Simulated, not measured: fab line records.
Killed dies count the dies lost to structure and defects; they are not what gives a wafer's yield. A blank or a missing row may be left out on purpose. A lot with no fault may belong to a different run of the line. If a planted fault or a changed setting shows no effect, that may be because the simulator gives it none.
fab line records -- flow gf180mcu
[record] lots = 24, wafers = 72, lastDay = 34
route steps=602 shown VT_IMPLANT@97 SAB@275 M3@414 V3@453 V4@481
lots that met no fault: taken from a fault-free run of the same line
startH: hours from the record's first day to the start of the lot's first wafer shown -- waitH: time in hours since the lot's previous step -- " as in the row above -- L1.1+2: a single row standing in for several wafers -- - no value, or no start given -- * or withheld: withheld -- < > ~ a bound
route shown NAME@n: a module of which the file shows steps, and the number in the route of the first -- usual: mean/standard deviation taken from wafers without a fault -- same: alike in all rows -- chamber/n: place in a boat -- sites: the reading at each site -- _std_site: how widely they spread, as a standard deviation -- _edge_site: inner sites' mean taken away from outer sites' mean -- radiusMm: how far each site lies from the wafer's centre -- mask NAME#n: copy n -- behind: tool/chamber where the wafer was last shaped -- hold: reason for holding the lot/hours on hold/outcome of the hold -- device: which transistor (n, p or np) failed to switch -- end of line: the route-end tests of the same wafers -- a step without rows: its recipe alone -- killed: the dies lost at the first sort to structure and to defects; this is not the yield of the wafer -- map: a wafer's dies, x killed, . not, _ none there
set.NAME: the setting the step ran with; set.NAME@STEP: the setting that earlier step ran with -- model.NAME: the simulator's own value behind a step, which no gauge read
route steps across a sampled set of lots; one table per step, one row per wafer
services: a tool's chamber out of use, with start hour (startH, from the record's first day; less than 0 if before it), hours out, and reason
[[steps]]
[step GF_VT_IMPLANT_OVL_MEAS_07]
[usual] VT_IMPLANT_OVL = 0.9/1.3
lot.wafer,tool,chamber,startH,waitH,VT_IMPLANT_OVL[nm]
L074.3,overlay-02,-,111.60,0.1,-0.6
L074.5,overlay-02,-,111.60,0.1,-1.2
L074.6,overlay-02,-,111.60,0.1,2.6
L075.1,overlay-02,-,121.47,0.1,1.9
L075.2,overlay-02,-,121.47,0.1,2.5
L075.5,overlay-02,-,121.47,0.1,2.9
L076.2,overlay-02,-,125.59,0.1,2.3
L076.4,overlay-02,-,125.59,0.1,3.0
L076.5,overlay-02,-,125.59,0.1,3.6
L077.3,overlay-02,-,130.74,0.1,0.8
L077.5,overlay-02,-,130.74,0.1,0.1
L077.6,overlay-02,-,130.74,0.1,0.6
L078.2,overlay-01,-,137.69,0.1,0.9
L078.3,overlay-01,-,137.69,0.1,1.7
L078.4,overlay-01,-,137.69,0.1,0.1
L079.1,overlay-01,-,143.23,0.1,1.3
L079.4,overlay-01,-,143.23,0.1,0.9
L079.5,overlay-01,-,143.23,0.1,1.3
L080.1,overlay-01,-,149.54,0.1,0.8
L080.4,overlay-01,-,149.54,0.1,0.0
L080.5,overlay-01,-,149.54,0.1,-0.2
L081.1,overlay-02,-,155.38,0.1,-0.6
L081.2,overlay-02,-,155.38,0.1,1.2
L081.4,overlay-02,-,155.38,0.1,0.3
L082.1,overlay-01,-,160.98,0.1,0.1
L082.2,overlay-01,-,160.98,0.1,0.6
L082.3,overlay-01,-,160.98,0.1,0.0
L083.1,overlay-02,-,167.97,0.1,1.7
L083.2,overlay-02,-,167.97,0.1,2.1
L083.6,overlay-02,-,167.97,0.1,1.8
L084.1,overlay-02,-,172.44,0.1,-1.2
L084.2,overlay-02,-,172.44,0.1,0.4
L084.3,overlay-02,-,172.44,0.1,0.3
L085.1,overlay-01,-,180.58,0.1,-0.5
L085.3,overlay-01,-,180.58,0.1,0.6
L085.4,overlay-01,-,180.58,0.1,0.4
L086.4,overlay-02,-,186.35,0.1,1.4
L086.5,overlay-02,-,186.35,0.1,2.0
L086.6,overlay-02,-,186.35,0.1,3.2
L087.1,overlay-01,-,192.04,0.1,-2.2
L087.5,overlay-01,-,192.04,0.1,-1.4
L087.6,overlay-01,-,192.04,0.1,-1.1
L088.1,overlay-02,-,199.09,0.1,1.5
L088.2,overlay-02,-,199.09,0.1,0.4
L088.3,overlay-02,-,199.09,0.1,1.2
L089.1,overlay-02,-,202.53,0.1,2.0
L089.2,overlay-02,-,202.53,0.1,2.0
L089.6,overlay-02,-,202.53,0.1,3.1
L090.1,overlay-01,-,208.67,0.1,1.2
L090.3,overlay-01,-,208.67,0.1,0.6
L090.6,overlay-01,-,208.67,0.1,0.7
L091.1,overlay-02,-,216.62,0.1,2.1
L091.2,overlay-02,-,216.62,0.1,2.0
L091.5,overlay-02,-,216.62,0.1,-0.6
L092.1,overlay-02,-,224.08,0.1,2.1
L092.3,overlay-02,-,224.08,0.1,0.6
L092.6,overlay-02,-,224.08,0.1,0.7
L093.3,overlay-01,-,227.39,0.1,0.1
L093.5,overlay-01,-,227.39,0.1,-0.3
L093.6,overlay-01,-,227.39,0.1,1.1
L094.1,overlay-01,-,232.53,0.1,0.3
L094.2,overlay-01,-,232.53,0.1,0.6
L094.5,overlay-01,-,232.53,0.1,1.4
L095.1,overlay-02,-,241.09,0.1,2.3
L095.3,overlay-02,-,241.09,0.1,2.0
L095.6,overlay-02,-,241.09,0.1,0.2
L097.1,overlay-01,-,253.57,0.1,0.4
L097.2,overlay-01,-,253.57,0.1,-2.6
L097.4,overlay-01,-,253.57,0.1,-0.5
L096.1,overlay-02,-,253.74,0.1,2.8
L096.2,overlay-02,-,253.74,0.1,2.0
L096.5,overlay-02,-,253.74,0.1,0.0
[step GF_VT_IMPLANT_OVL_MEAS_29]
[usual] VT_IMPLANT_02_OVL = 0.1/1.3
lot.wafer,tool,chamber,startH,waitH,VT_IMPLANT_02_OVL[nm]
L074.3,overlay-02,-,142.04,0.1,0.7
L074.5,overlay-02,-,142.04,0.1,2.2
L074.6,overlay-02,-,142.04,0.1,-0.3
L075.1,overlay-02,-,151.93,0.1,2.0
L075.2,overlay-02,-,151.93,0.1,-0.7
L075.5,overlay-02,-,151.93,0.1,0.8
L076.2,overlay-02,-,157.58,0.1,-0.7
L076.4,overlay-02,-,157.58,0.1,-0.6
L076.5,overlay-02,-,157.58,0.1,0.4
L077.3,overlay-02,-,161.70,0.1,0.3
L077.5,overlay-02,-,161.70,0.1,0.4
L077.6,overlay-02,-,161.70,0.1,0.0
L078.2,overlay-02,-,169.99,0.1,0.1
L078.3,overlay-02,-,169.99,0.1,0.7
L078.4,overlay-02,-,169.99,0.1,-0.5
L079.1,overlay-02,-,175.43,0.1,1.3
L079.4,overlay-02,-,175.43,0.1,1.6
L079.5,overlay-02,-,175.43,0.1,2.0
L080.1,overlay-01,-,182.13,0.1,-2.0
L080.4,overlay-01,-,182.13,0.1,-1.7
L080.5,overlay-01,-,182.13,0.1,-1.6
L081.1,overlay-02,-,188.54,0.1,1.2
L081.2,overlay-02,-,188.54,0.1,1.2
L081.4,overlay-02,-,188.54,0.1,1.2
L082.1,overlay-01,-,193.47,0.1,0.1
L082.2,overlay-01,-,193.47,0.1,1.4
L082.3,overlay-01,-,193.47,0.1,-0.6
L083.1,overlay-02,-,201.62,0.1,-0.5
L083.2,overlay-02,-,201.62,0.1,1.0
L083.6,overlay-02,-,201.62,0.1,1.4
L084.1,overlay-01,-,206.23,0.1,-1.4
L084.2,overlay-01,-,206.23,0.1,-1.2
L084.3,overlay-01,-,206.23,0.1,-2.2
L085.1,overlay-02,-,214.93,0.1,-0.6
L085.3,overlay-02,-,214.93,0.1,1.1
L085.4,overlay-02,-,214.93,0.1,-0.3
L086.4,overlay-02,-,219.44,0.1,-2.0
L086.5,overlay-02,-,219.44,0.1,0.6
L086.6,overlay-02,-,219.44,0.1,-0.7
L087.1,overlay-01,-,227.14,0.1,0.6
L087.5,overlay-01,-,227.14,0.1,-0.5
L087.6,overlay-01,-,227.14,0.1,-0.4
L088.1,overlay-02,-,234.38,0.1,1.4
L088.2,overlay-02,-,234.38,0.1,-0.8
L088.3,overlay-02,-,234.38,0.1,-1.5
L089.1,overlay-01,-,237.24,0.1,1.6
L089.2,overlay-01,-,237.24,0.1,-0.9
L089.6,overlay-01,-,237.24,0.1,0.0
L090.1,overlay-02,-,244.57,0.1,-2.7
L090.3,overlay-02,-,244.57,0.1,-2.1
L090.6,overlay-02,-,244.57,0.1,-1.3
L091.1,overlay-02,-,252.19,0.1,0.8
L091.2,overlay-02,-,252.19,0.1,1.4
L091.5,overlay-02,-,252.19,0.1,1.3
L092.1,overlay-02,-,259.64,0.1,-0.7
L092.3,overlay-02,-,259.64,0.1,-0.3
L092.6,overlay-02,-,259.64,0.1,-2.9
L093.3,overlay-02,-,264.20,0.1,0.0
L093.5,overlay-02,-,264.20,0.1,0.7
L093.6,overlay-02,-,264.20,0.1,-0.1
L094.1,overlay-01,-,268.34,0.1,0.8
L094.2,overlay-01,-,268.34,0.1,1.9
L094.5,overlay-01,-,268.34,0.1,1.0
L095.1,overlay-01,-,277.13,0.1,-1.4
L095.3,overlay-01,-,277.13,0.1,0.1
L095.6,overlay-01,-,277.13,0.1,0.2
L097.1,overlay-02,-,291.47,0.1,-3.4
L097.2,overlay-02,-,291.47,0.1,-1.8
L097.4,overlay-02,-,291.47,0.1,-1.7
L096.1,overlay-02,-,292.83,0.1,2.8
L096.2,overlay-02,-,292.83,0.1,1.3
L096.5,overlay-02,-,292.83,0.1,0.5
[step GF_SAB_ETCH_11]
[recipe] chemistry = C4F8/O2/Ar, maskMaterial = NOVOLAK, target = SiO2, targetDepthNm = 55, sourceW = 1500, biasW = 1200, pressureMtorr = 40, c4f8FlowSccm = withheld, O2_flow_sccm = 6, Ar_flow_sccm = 300, timeS = 8.5
[usual] oesProductAu = 1.001/0.01
lot.wafer,tool,chamber,startH,waitH,oesProductAu,rfHoursCounterH
L074.3,rieDiel-04,0,340.67,0.0,1.019,5
L074.5,rieDiel-04,3,340.67,0.0,1.005,-
L074.6,rieDiel-04,0,340.67,0.0,1.022,-
L075.1,rieDiel-03,2,352.47,0.0,0.994,63
L075.2,rieDiel-03,3,352.47,0.0,0.998,6
L075.5,rieDiel-03,1,352.47,0.0,0.993,-
L076.2,rieDiel-03,2,356.93,0.0,0.994,63
L076.4,rieDiel-03,1,356.93,0.0,0.981,76
L076.5,rieDiel-03,2,356.93,0.0,0.996,-
L077.3,rieDiel-04,3,369.08,0.0,1.012,74
L077.5,rieDiel-04,2,369.08,0.0,1.020,-
L077.6,rieDiel-04,1,369.08,0.0,1.004,-
L078.2,rieDiel-03,1,383.13,0.0,0.992,77
L078.3,rieDiel-03,2,383.13,0.0,0.981,64
L078.4,rieDiel-03,0,383.13,0.0,0.997,81
L079.1,rieDiel-04,3,385.27,0.0,1.002,74
L079.4,rieDiel-04,2,385.27,0.0,1.014,63
L079.5,rieDiel-04,3,385.27,0.0,1.020,-
L080.1,rieDiel-01,3,398.82,0.0,1.000,3
L080.4,rieDiel-01,2,398.82,0.0,1.005,8
L080.5,rieDiel-01,1,398.82,0.0,1.001,-
L081.1,rieDiel-01,1,410.72,0.0,0.998,3
L081.2,rieDiel-01,2,410.72,0.0,1.007,8
L081.4,rieDiel-01,0,410.72,0.0,1.013,77
L082.1,rieDiel-04,1,410.93,0.0,1.008,77
L082.2,rieDiel-04,3,410.93,0.0,1.005,75
L082.3,rieDiel-04,2,410.93,0.0,1.002,64
L084.1,rieDiel-03,2,426.48,0.0,0.978,65
L084.2,rieDiel-03,0,426.48,0.0,0.991,82
L084.3,rieDiel-03,1,426.48,0.0,0.988,78
L083.1,rieDiel-04,3,428.17,0.0,1.002,75
L083.2,rieDiel-04,0,428.17,0.0,1.008,7
L083.6,rieDiel-04,2,428.17,0.0,1.007,-
L085.1,rieDiel-01,3,446.53,0.0,1.001,5
L085.3,rieDiel-01,0,446.53,0.0,1.019,78
L085.4,rieDiel-01,1,446.53,0.0,1.009,4
L086.4,rieDiel-03,2,449.83,0.0,0.969,66
L086.5,rieDiel-03,0,449.83,0.0,0.984,-
L086.6,rieDiel-03,1,449.83,0.0,0.979,-
L087.1,rieDiel-04,2,459.53,0.0,1.003,65
L087.5,rieDiel-04,1,459.53,0.0,1.001,-
L087.6,rieDiel-04,2,459.53,0.0,1.003,-
L088.1,rieDiel-01,3,463.58,0.0,1.001,5
L088.2,rieDiel-01,1,463.58,0.0,0.994,4
L088.3,rieDiel-01,0,463.58,0.0,1.003,78
L089.1,rieDiel-04,1,472.18,0.0,0.991,79
L089.2,rieDiel-04,0,472.18,0.0,1.011,8
L089.6,rieDiel-04,3,472.18,0.0,1.005,-
L090.1,rieDiel-03,3,477.17,0.0,1.008,9
L090.3,rieDiel-03,1,477.17,0.0,0.984,79
L090.6,rieDiel-03,0,477.17,0.0,0.994,-
L091.1,rieDiel-04,2,485.25,0.0,0.994,65
L091.2,rieDiel-04,0,485.25,0.0,1.018,8
L091.5,rieDiel-04,2,485.25,0.0,0.999,-
L092.1,rieDiel-03,2,496.57,0.0,0.988,67
L092.3,rieDiel-03,0,496.57,0.0,1.005,84
L092.6,rieDiel-03,2,496.57,0.0,0.993,-
L093.3,rieDiel-04,3,507.02,0.0,1.000,77
L093.5,rieDiel-04,2,507.02,0.0,1.002,-
L093.6,rieDiel-04,3,507.02,0.0,0.992,-
L094.1,rieDiel-03,0,513.73,0.0,0.998,84
L094.2,rieDiel-03,3,513.73,0.0,1.000,10
L094.5,rieDiel-03,0,513.73,0.0,1.009,-
L095.1,rieDiel-04,2,518.72,0.0,1.016,66
L095.3,rieDiel-04,0,518.72,0.0,1.017,9
L095.6,rieDiel-04,1,518.72,0.0,0.997,-
L096.1,rieDiel-04,2,538.73,0.0,1.006,67
L096.2,rieDiel-04,0,538.73,0.0,1.009,10
L096.5,rieDiel-04,3,538.73,0.0,1.009,-
L097.1,rieDiel-01,3,541.97,0.0,0.996,8
L097.2,rieDiel-01,2,541.97,0.0,0.994,12
L097.4,rieDiel-01,0,541.97,0.0,1.005,80
[step GF_M3_RS_MEAS_05]
[recipe] thkMeasGauge = four-point-probe, reads = TiN_of_M3_SPUTTER_04+Ti_of_M3_SPUTTER_03+AlCu_of_M3_SPUTTER_02+TiN_of_M3_SPUTTER_01+Ti_of_M3_SPUTTER_00
[usual] M3_ALCU_RS = 0.0697/0.00067
lot.wafer,tool,chamber,startH,waitH,M3_ALCU_RS[ohm/sq]
L074.3,filmMetro-02,-,466.52,0.1,0.0695
L074.5,filmMetro-02,-,466.52,0.1,0.0692
L074.6,filmMetro-02,-,466.52,0.1,0.0699
L075.1,filmMetro-03,-,479.81,0.0,0.0694
L075.2,filmMetro-03,-,479.81,0.0,0.0694
L075.5,filmMetro-03,-,479.81,0.0,0.0701
L076.2,filmMetro-02,-,484.87,0.0,0.0689
L076.4,filmMetro-02,-,484.87,0.0,0.0694
L076.5,filmMetro-02,-,484.87,0.0,0.0693
L077.3,filmMetro-03,-,498.44,0.1,0.0709
L077.5,filmMetro-03,-,498.44,0.1,0.0699
L077.6,filmMetro-03,-,498.44,0.1,0.0708
L078.2,filmMetro-02,-,511.09,0.0,0.0679
L078.3,filmMetro-02,-,511.09,0.0,0.0686
L078.4,filmMetro-02,-,511.09,0.0,0.0686
L079.1,filmMetro-02,-,513.05,0.0,0.0685
L079.4,filmMetro-02,-,513.05,0.0,0.0687
L079.5,filmMetro-02,-,513.05,0.0,0.0692
L080.1,filmMetro-04,-,533.11,0.0,0.0700
L080.4,filmMetro-04,-,533.11,0.0,0.0704
L080.5,filmMetro-04,-,533.11,0.0,0.0693
L081.1,filmMetro-04,-,538.92,0.0,0.0695
L081.2,filmMetro-04,-,538.92,0.0,0.0696
L081.4,filmMetro-04,-,538.92,0.0,0.0695
L082.1,filmMetro-02,-,540.12,0.0,0.0696
L082.2,filmMetro-02,-,540.12,0.0,0.0694
L082.3,filmMetro-02,-,540.12,0.0,0.0698
L084.1,filmMetro-02,-,552.45,0.0,0.0710
L084.2,filmMetro-02,-,552.45,0.0,0.0713
L084.3,filmMetro-02,-,552.45,0.0,0.0709
L083.1,filmMetro-03,-,556.91,0.0,0.0697
L083.2,filmMetro-03,-,556.91,0.0,0.0706
L083.6,filmMetro-03,-,556.91,0.0,0.0701
L085.1,filmMetro-02,-,572.42,0.0,0.0699
L085.3,filmMetro-02,-,572.42,0.0,0.0691
L085.4,filmMetro-02,-,572.42,0.0,0.0695
L086.4,filmMetro-03,-,575.28,0.1,0.0692
L086.5,filmMetro-03,-,575.28,0.1,0.0689
L086.6,filmMetro-03,-,575.28,0.1,0.0689
L087.1,filmMetro-02,-,584.61,0.0,0.0694
L087.5,filmMetro-02,-,584.61,0.0,0.0697
L087.6,filmMetro-02,-,584.61,0.0,0.0697
L088.1,filmMetro-02,-,588.96,0.0,0.0695
L088.2,filmMetro-02,-,588.96,0.0,0.0697
L088.3,filmMetro-02,-,588.96,0.0,0.0694
L089.1,filmMetro-04,-,593.84,0.0,0.0697
L089.2,filmMetro-04,-,593.84,0.0,0.0693
L089.6,filmMetro-04,-,593.84,0.0,0.0700
L090.1,filmMetro-02,-,597.76,0.0,0.0698
L090.3,filmMetro-02,-,597.76,0.0,0.0700
L090.6,filmMetro-02,-,597.76,0.0,0.0704
L091.1,filmMetro-04,-,606.13,0.0,0.0693
L091.2,filmMetro-04,-,606.13,0.0,0.0692
L091.5,filmMetro-04,-,606.13,0.0,0.0696
L092.1,filmMetro-03,-,616.89,0.0,0.0698
L092.3,filmMetro-03,-,616.89,0.0,0.0703
L092.6,filmMetro-03,-,616.89,0.0,0.0692
L093.3,filmMetro-03,-,626.85,0.1,0.0698
L093.5,filmMetro-03,-,626.85,0.1,0.0701
L093.6,filmMetro-03,-,626.85,0.1,0.0700
L094.1,filmMetro-02,-,631.89,0.0,0.0700
L094.2,filmMetro-02,-,631.89,0.0,0.0690
L094.5,filmMetro-02,-,631.89,0.0,0.0697
L095.1,filmMetro-04,-,637.98,0.0,0.0704
L095.3,filmMetro-04,-,637.98,0.0,0.0707
L095.6,filmMetro-04,-,637.98,0.0,0.0711
L096.1,filmMetro-02,-,656.56,0.0,0.0695
L096.2,filmMetro-02,-,656.56,0.0,0.0699
L096.5,filmMetro-02,-,656.56,0.0,0.0698
L097.1,filmMetro-02,-,657.25,0.0,0.0705
L097.2,filmMetro-02,-,657.25,0.0,0.0708
L097.4,filmMetro-02,-,657.25,0.0,0.0715
[step GF_V3_RS_MEAS_24]
[recipe] thkMeasGauge = four-point-probe, reads = W_of_V3_CVD_23+TiN_of_V3_SPUTTER_22+Ti_of_V3_SPUTTER_21
[usual] V3_W_RS = 0.328/0.0031
lot.wafer,tool,chamber,startH,waitH,V3_W_RS[ohm/sq]
L074.3,filmMetro-04,-,516.61,0.1,0.330
L074.5,filmMetro-04,-,516.61,0.1,0.329
L074.6,filmMetro-04,-,516.61,0.1,0.333
L075.1,filmMetro-04,-,529.25,0.1,0.326
L075.2,filmMetro-04,-,529.25,0.1,0.334
L075.5,filmMetro-04,-,529.25,0.1,0.329
L076.2,filmMetro-02,-,533.28,0.1,0.325
L076.4,filmMetro-02,-,533.28,0.1,0.330
L076.5,filmMetro-02,-,533.28,0.1,0.331
L077.3,filmMetro-04,-,546.94,0.1,0.326
L077.5,filmMetro-04,-,546.94,0.1,0.325
L077.6,filmMetro-04,-,546.94,0.1,0.322
L078.2,filmMetro-01,-,558.87,0.1,0.327
L078.3,filmMetro-01,-,558.87,0.1,0.327
L078.4,filmMetro-01,-,558.87,0.1,0.329
L079.1,filmMetro-01,-,561.45,0.1,0.325
L079.4,filmMetro-01,-,561.45,0.1,0.329
L079.5,filmMetro-01,-,561.45,0.1,0.327
L080.1,filmMetro-02,-,579.79,0.1,0.329
L080.4,filmMetro-02,-,579.79,0.1,0.330
L080.5,filmMetro-02,-,579.79,0.1,0.332
L081.1,filmMetro-04,-,585.16,0.1,0.324
L081.2,filmMetro-04,-,585.16,0.1,0.327
L081.4,filmMetro-04,-,585.16,0.1,0.327
L082.1,filmMetro-04,-,587.05,0.1,0.330
L082.2,filmMetro-04,-,587.05,0.1,0.332
L082.3,filmMetro-04,-,587.05,0.1,0.333
L084.1,filmMetro-04,-,598.04,0.1,0.328
L084.2,filmMetro-04,-,598.04,0.1,0.329
L084.3,filmMetro-04,-,598.04,0.1,0.329
L083.1,filmMetro-01,-,602.35,0.1,0.328
L083.2,filmMetro-01,-,602.35,0.1,0.326
L083.6,filmMetro-01,-,602.35,0.1,0.327
L085.1,filmMetro-01,-,616.96,0.1,0.332
L085.3,filmMetro-01,-,616.96,0.1,0.329
L085.4,filmMetro-01,-,616.96,0.1,0.328
L086.4,filmMetro-01,-,620.44,0.1,0.332
L086.5,filmMetro-01,-,620.44,0.1,0.335
L086.6,filmMetro-01,-,620.44,0.1,0.333
L087.1,filmMetro-02,-,629.72,0.1,0.325
L087.5,filmMetro-02,-,629.72,0.1,0.328
L087.6,filmMetro-02,-,629.72,0.1,0.327
L088.1,filmMetro-01,-,633.53,0.2,0.326
L088.2,filmMetro-01,-,633.53,0.2,0.325
L088.3,filmMetro-01,-,633.53,0.2,0.326
L089.1,filmMetro-01,-,637.99,0.1,0.324
L089.2,filmMetro-01,-,637.99,0.1,0.327
L089.6,filmMetro-01,-,637.99,0.1,0.328
L090.1,filmMetro-04,-,641.76,0.2,0.326
L090.3,filmMetro-04,-,641.76,0.2,0.329
L090.6,filmMetro-04,-,641.76,0.2,0.327
L091.1,filmMetro-02,-,649.67,0.1,0.331
L091.2,filmMetro-02,-,649.67,0.1,0.330
L091.5,filmMetro-02,-,649.67,0.1,0.333
L092.1,filmMetro-02,-,660.12,0.3,0.329
L092.3,filmMetro-02,-,660.12,0.3,0.330
L092.6,filmMetro-02,-,660.12,0.3,0.329
L093.3,filmMetro-02,-,669.08,0.1,0.332
L093.5,filmMetro-02,-,669.08,0.1,0.334
L093.6,filmMetro-02,-,669.08,0.1,0.335
L094.1,filmMetro-01,-,674.11,0.1,0.327
L094.2,filmMetro-01,-,674.11,0.1,0.329
L094.5,filmMetro-01,-,674.11,0.1,0.328
L095.1,filmMetro-02,-,678.96,0.1,0.328
L095.3,filmMetro-02,-,678.96,0.1,0.327
L095.6,filmMetro-02,-,678.96,0.1,0.328
L096.1,filmMetro-04,-,697.46,0.1,0.325
L096.2,filmMetro-04,-,697.46,0.1,0.329
L096.5,filmMetro-04,-,697.46,0.1,0.324
L097.1,filmMetro-04,-,698.16,0.1,0.321
L097.2,filmMetro-04,-,698.16,0.1,0.320
L097.4,filmMetro-04,-,698.16,0.1,0.325
[step GF_V4_BOW_MEAS_05]
[recipe] mode = bow
[usual] V4_BOW = 132/9.2
lot.wafer,tool,chamber,startH,waitH,V4_BOW[um]
L074.3,filmMetro-04,-,541.85,0.3,147
L074.5,filmMetro-04,-,541.85,0.3,136
L074.6,filmMetro-04,-,541.85,0.3,139
L075.1,filmMetro-01,-,553.66,0.2,144
L075.2,filmMetro-01,-,553.66,0.2,138
L075.5,filmMetro-01,-,553.66,0.2,141
L076.2,filmMetro-03,-,558.11,0.2,132
L076.4,filmMetro-03,-,558.11,0.2,141
L076.5,filmMetro-03,-,558.11,0.2,138
L077.3,filmMetro-04,-,571.36,0.2,130
L077.5,filmMetro-04,-,571.36,0.2,128
L077.6,filmMetro-04,-,571.36,0.2,138
L078.2,filmMetro-04,-,582.80,0.2,143
L078.3,filmMetro-04,-,582.80,0.2,135
L078.4,filmMetro-04,-,582.80,0.2,132
L079.1,filmMetro-03,-,585.22,0.2,146
L079.4,filmMetro-03,-,585.22,0.2,139
L079.5,filmMetro-03,-,585.22,0.2,139
L080.1,filmMetro-04,-,603.18,0.2,124
L080.4,filmMetro-04,-,603.18,0.2,127
L080.5,filmMetro-04,-,603.18,0.2,131
L081.1,filmMetro-04,-,609.09,0.1,138
L081.2,filmMetro-04,-,609.09,0.1,148
L081.4,filmMetro-04,-,609.09,0.1,137
L082.1,filmMetro-03,-,610.64,0.2,117
L082.2,filmMetro-03,-,610.64,0.2,128
L082.3,filmMetro-03,-,610.64,0.2,124
L084.1,filmMetro-01,-,621.54,0.1,139
L084.2,filmMetro-01,-,621.54,0.1,148
L084.3,filmMetro-01,-,621.54,0.1,150
L083.1,filmMetro-04,-,625.65,0.2,136
L083.2,filmMetro-04,-,625.65,0.2,139
L083.6,filmMetro-04,-,625.65,0.2,134
L085.1,filmMetro-01,-,639.72,0.1,109
L085.3,filmMetro-01,-,639.72,0.1,125
L085.4,filmMetro-01,-,639.72,0.1,123
L086.4,filmMetro-04,-,642.84,0.2,151
L086.5,filmMetro-04,-,642.84,0.2,144
L086.6,filmMetro-04,-,642.84,0.2,141
L087.1,filmMetro-03,-,652.29,0.2,120
L087.5,filmMetro-03,-,652.29,0.2,130
L087.6,filmMetro-03,-,652.29,0.2,129
L088.1,filmMetro-01,-,655.22,0.2,129
L088.2,filmMetro-01,-,655.22,0.2,138
L088.3,filmMetro-01,-,655.22,0.2,114
L089.1,filmMetro-03,-,659.89,0.2,147
L089.2,filmMetro-03,-,659.89,0.2,130
L089.6,filmMetro-03,-,659.89,0.2,135
L090.1,filmMetro-01,-,663.13,0.2,128
L090.3,filmMetro-01,-,663.13,0.2,129
L090.6,filmMetro-01,-,663.13,0.2,143
L091.1,filmMetro-01,-,670.94,0.1,119
L091.2,filmMetro-01,-,670.94,0.1,138
L091.5,filmMetro-01,-,670.94,0.1,125
L092.1,filmMetro-01,-,681.72,0.1,128
L092.3,filmMetro-01,-,681.72,0.1,126
L092.6,filmMetro-01,-,681.72,0.1,124
L093.3,filmMetro-01,-,689.77,0.2,132
L093.5,filmMetro-01,-,689.77,0.2,132
L093.6,filmMetro-01,-,689.77,0.2,128
L094.1,filmMetro-01,-,695.37,0.1,120
L094.2,filmMetro-01,-,695.37,0.1,130
L094.5,filmMetro-01,-,695.37,0.1,130
L095.1,filmMetro-01,-,699.83,0.2,136
L095.3,filmMetro-01,-,699.83,0.2,137
L095.6,filmMetro-01,-,699.83,0.2,127
L096.1,filmMetro-01,-,716.87,0.2,125
L096.2,filmMetro-01,-,716.87,0.2,121
L096.5,filmMetro-01,-,716.87,0.2,131
L097.1,filmMetro-03,-,718.78,0.2,124
L097.2,filmMetro-03,-,718.78,0.2,128
L097.4,filmMetro-03,-,718.78,0.2,114
[[services]]
tool,chamber,startH,hours,kind
rieDiel-01,0,368.28,11.9,repair
rieDiel-01,2,488.43,12.7,repair
rieDiel-01,0,495.07,10.8,repair
rieDiel-03,0,514.56,21.5,repair
rieDiel-04,-,531.99,0.4,repair
[[key]]
fault none
